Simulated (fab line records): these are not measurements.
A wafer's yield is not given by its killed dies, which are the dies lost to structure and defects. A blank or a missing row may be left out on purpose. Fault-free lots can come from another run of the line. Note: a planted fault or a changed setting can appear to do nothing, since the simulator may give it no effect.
Which tool is to blame? :: flow gf180mcu :: 13 lots, 39 wafers sampled, at 2 steps of a route of 602

== WHAT EACH GAUGE READ, for each wafer ==
GF_HV_LDD_CD_MEAS_07: the cd target is 400 nm.
lot: L945
measured: day 10 00:11
on: cd sem-01
cd nm (nm): 397.0 398.6 398.9

lot: L946
measured: day 10 07:05
on: cd sem-02
cd nm (nm): 400.8 399.8 399.2

lot: L947
measured: day 10 15:38
on: cd sem-01
cd nm (nm): 401.4 402.5 401.3

lot: L950
measured: day 11 12:58
on: cd sem-02
cd nm (nm): 398.0 397.0 397.3

lot: L951
measured: day 11 17:40
on: cd sem-01
cd nm (nm): 397.5 400.1 398.7

lot: L955
measured: day 13 02:44
on: cd sem-02
cd nm (nm): 401.2 400.5 404.4

lot: L956
measured: day 13 09:41
on: cd sem-01
cd nm (nm): 398.4 399.0 397.6

lot: L957
measured: day 13 16:15
on: cd sem-02
cd nm (nm): 403.7 402.2 404.1

lot: L959
measured: day 14 14:01
on: cd sem-02
cd nm (nm): 401.5 400.5 401.2

lot: L962
measured: day 15 09:20
on: cd sem-01
cd nm (nm): 365.9 364.1 363.0 366.1 364.4 363.2

lot: L965
measured: day 16 04:06
on: cd sem-02
cd nm (nm): 365.4 365.4 365.6 365.1 365.8 365.2

lot: L966
measured: day 16 10:14
on: cd sem-02
cd nm (nm): 369.2 369.2 368.5 369.4 368.8 368.9

lot: L967
measured: day 17 02:08
on: cd sem-02
cd nm (nm): 399.9 401.0 397.9

== WHAT TOOL EACH LOT RAN ON (gives the tool, then ch and the chambers of the sampled wafers, and finally the start) ==
lot: L945
GF_HV_LDD_DEVELOP_06: litho track-04 ch 0, day 10 00:02

lot: L946
GF_HV_LDD_DEVELOP_06: litho track-04 ch 0, day 10 06:56

lot: L947
GF_HV_LDD_DEVELOP_06: litho track-04 ch 0, day 10 15:29

lot: L950
GF_HV_LDD_DEVELOP_06: litho track-03 ch 0, day 11 12:49

lot: L951
GF_HV_LDD_DEVELOP_06: litho track-04 ch 0, day 11 17:31

lot: L955
GF_HV_LDD_DEVELOP_06: litho track-03 ch 0, day 13 02:35

lot: L956
GF_HV_LDD_DEVELOP_06: litho track-03 ch 0, day 13 09:32

lot: L957
GF_HV_LDD_DEVELOP_06: litho track-03 ch 0, day 13 16:07

lot: L959
GF_HV_LDD_DEVELOP_06: litho track-04 ch 0, day 14 13:52

lot: L962
GF_HV_LDD_DEVELOP_06: litho track-04 ch 0, day 15 09:11

lot: L965
GF_HV_LDD_DEVELOP_06: litho track-04 ch 0, day 16 03:58

lot: L966
GF_HV_LDD_DEVELOP_06: litho track-04 ch 0, day 16 10:05

lot: L967
GF_HV_LDD_DEVELOP_06: litho track-03 ch 0, day 17 01:59
- GF_HV_LDD_DEVELOP_06: develop time 60 s.

== AS READ BY THE TOOLS THEMSELVES (means over the sampled wafers that have a number; for cases with no such wafer, the mark the record gives instead) ==
GF_HV_LDD_DEVELOP_06.
lot: L945
tool: litho track-04
exhaust pa (Pa): 45.4

lot: L946
tool: litho track-04
exhaust pa (Pa): 46.0

lot: L947
tool: litho track-04
exhaust pa (Pa): 44.6

lot: L950
tool: litho track-03
exhaust pa (Pa): 45.1

lot: L951
tool: litho track-04
exhaust pa (Pa): 44.9

lot: L955
tool: litho track-03
exhaust pa (Pa): 45.2

lot: L956
tool: litho track-03
exhaust pa (Pa): 45.0

lot: L957
tool: litho track-03
exhaust pa (Pa): 44.7

lot: L959
tool: litho track-04
exhaust pa (Pa): 44.9

lot: L962
tool: litho track-04
exhaust pa (Pa): 44.1

lot: L965
tool: litho track-04
exhaust pa (Pa): 44.0

lot: L966
tool: litho track-04
exhaust pa (Pa): 44.9

lot: L967
tool: litho track-03
exhaust pa (Pa): 44.8

== THE ANSWER, worked out from the rows above alone ==
Rule: the usual values come from the lots themselves. Put in order of their means at a reading, lots are off if they are a third of the lots or fewer, leave a main group of 4 or more, and stand apart from it by a gap of 3 or more times the standard deviation of the main group's means; of several such gaps the widest counts. A main group is skipped when, at the precision printed for the reading in the tables above, its means are all equal. A lot without any number at a reading at which 4 lots or more have one is off too. All remaining lots with rows at the step are treated as sound. The gauges are gone through in route order, then the tools' own readings, and for those a lot's mean is taken as printed above. The first step at which some lot is off is used, and at that step the reading that is off furthest; a lot without a number counts as furthest.
Off: L962, L965, L966, at GF_HV_LDD_CD_MEAS_07 (cd nm). The main group has a mean of 400.0 nm with a standard deviation of 1.8.
If a tool, at a process step before that reading, ran all the lots that are off and no sound lot after the first of them, it fits. Those tools and the gauges at GF_HV_LDD_CD_MEAS_07 are tried in the same way. One fits: GF_HV_LDD_DEVELOP_06 on litho track-04. A fault onset in the window from L959 (day 14 13:52, its last sound lot) to L962 (day 15 09:11, its first lot off) fits.

== WHAT THE SIMULATOR HAD INSERTED ==
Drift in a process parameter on litho track-04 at GF_HV_LDD_DEVELOP_06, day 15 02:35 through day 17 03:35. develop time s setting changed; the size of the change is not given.
Struck lots among those shown: L962, L965, L966. This agrees with what the rule above found.
